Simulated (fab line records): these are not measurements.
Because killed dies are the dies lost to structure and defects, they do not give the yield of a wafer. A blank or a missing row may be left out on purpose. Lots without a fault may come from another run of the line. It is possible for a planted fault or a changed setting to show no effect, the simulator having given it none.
Matching of chambers / flow gf180mcu / GF_CONTACT_CVD_02 on pecvd-04 has 3 sister chambers
The step deposits SiO2 from TEOS, target thk 860 nm, time 95.992 s. 6 wafers are shown with their chamber, then 9 later ones without.

WAFERS WITH THEIR CHAMBER
wafer=L329.6; chamber=1; heater-power-w (W)=680
wafer=L330.1; chamber=0; heater-power-w (W)=569
wafer=L330.5; chamber=2; heater-power-w (W)=911
wafer=L339.2; chamber=2; heater-power-w (W)=852
wafer=L339.4; chamber=1; heater-power-w (W)=523
wafer=L339.5; chamber=0; heater-power-w (W)=632

WAFERS WITHOUT THEIR CHAMBER
wafer=L341.1; heater-power-w (W)=626
wafer=L341.4; heater-power-w (W)=505
wafer=L341.5; heater-power-w (W)=869
wafer=L343.3; heater-power-w (W)=589
wafer=L343.4; heater-power-w (W)=634
wafer=L343.5; heater-power-w (W)=623
wafer=L344.1; heater-power-w (W)=841
wafer=L344.2; heater-power-w (W)=608
wafer=L344.3; heater-power-w (W)=638

THE CHAMBER EACH PASSED THROUGH
wafer=L341.1; from the rows above=can't be placed: 1 or 0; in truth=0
wafer=L341.4; from the rows above=can't be placed: 0 or 1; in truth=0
wafer=L341.5; from the rows above=2; in truth=2
wafer=L343.3; from the rows above=can't be placed: 0 or 1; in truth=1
wafer=L343.4; from the rows above=can't be placed: 1 or 0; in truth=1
wafer=L343.5; from the rows above=can't be placed: 1 or 0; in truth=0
wafer=L344.1; from the rows above=2; in truth=2
wafer=L344.2; from the rows above=can't be placed: 1 or 0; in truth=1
wafer=L344.3; from the rows above=can't be placed: 1 or 0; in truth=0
Correct placement for 2 of the 9. Not placeable from these rows: 7 (in 7, the candidates include the true chamber). Placed wrongly: 0.
How it was worked out, from the rows above alone: a wafer's distance from a chamber is the root of the sum, over the readings, of the square of ((its reading less the chamber's mean) divided by the reading's scatter). The wafer belongs to the nearest chamber; if the next one is less than 2 further off, it can't be placed. The mean given for a chamber averages the wafers shown for that chamber. The scatter is the square root of a quotient: the sum, over the shown wafers, of each reading's squared deviation from its chamber's mean, divided by wafers minus chambers.
